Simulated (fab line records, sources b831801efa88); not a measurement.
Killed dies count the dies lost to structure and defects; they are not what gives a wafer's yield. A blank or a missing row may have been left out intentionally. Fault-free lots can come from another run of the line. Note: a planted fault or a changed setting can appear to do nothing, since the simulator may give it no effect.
Chamber matching + flow gf180mcu + GF_SAB_ETCH_11 on rie diel-02 has 4 sister chambers
The step etches SiO2 in C4F8/O2/Ar, target depth 55 nm, time 8.5 s. 4 wafers are shown with their chamber, then 9 later ones without.

## WAFERS WITH THEIR CHAMBER
| wafer  | chamber | oes product au (a.u.) |
|--------|---------|-----------------------|
| L081.2 | 3       | 0.995                 |
| L082.6 | 0       | 0.991                 |
| L084.4 | 1       | 1.022                 |
| L084.6 | 2       | 0.991                 |

## WAFERS WITHOUT THEIR CHAMBER
| wafer  | oes product au (a.u.) |
|--------|-----------------------|
| L088.2 | 0.998                 |
| L088.3 | 0.993                 |
| L088.4 | 1.003                 |
| L091.1 | 0.997                 |
| L091.2 | 0.983                 |
| L091.6 | 0.992                 |
| L092.1 | 0.989                 |
| L092.3 | 0.994                 |
| L092.4 | 0.982                 |

## CHAMBER TAKEN BY EACH
| wafer  | from the rows above          | in truth |
|--------|------------------------------|----------|
| L088.2 | can't be placed: 3 or 0 or 2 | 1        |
| L088.3 | can't be placed: 0 or 2 or 3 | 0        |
| L088.4 | can't be placed: 3 or 0 or 2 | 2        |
| L091.1 | can't be placed: 3 or 0 or 2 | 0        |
| L091.2 | can't be placed: 0 or 2 or 3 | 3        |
| L091.6 | can't be placed: 0 or 2 or 3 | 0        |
| L092.1 | can't be placed: 0 or 2 or 3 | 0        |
| L092.3 | can't be placed: 3 or 0 or 2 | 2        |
| L092.4 | can't be placed: 0 or 2 or 3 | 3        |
0 of 9 placed correctly. Cannot be placed on the basis of these rows: 9; the candidates contain the true chamber in 8. 0 placed wrongly.
How it was worked out, from the rows above alone: a wafer's distance from a chamber is the root of the sum, over the readings, of the square of ((its reading less the chamber's mean) divided by the reading's scatter). If the next closest chamber is less than 2 further off than the closest, the wafer can't be placed; otherwise it belongs to the closest. The mean given for a chamber averages the wafers shown for that chamber. The scatter: with one shown wafer a chamber, the root of the mean of the squares of how far each hidden wafer lies from its nearest shown one.
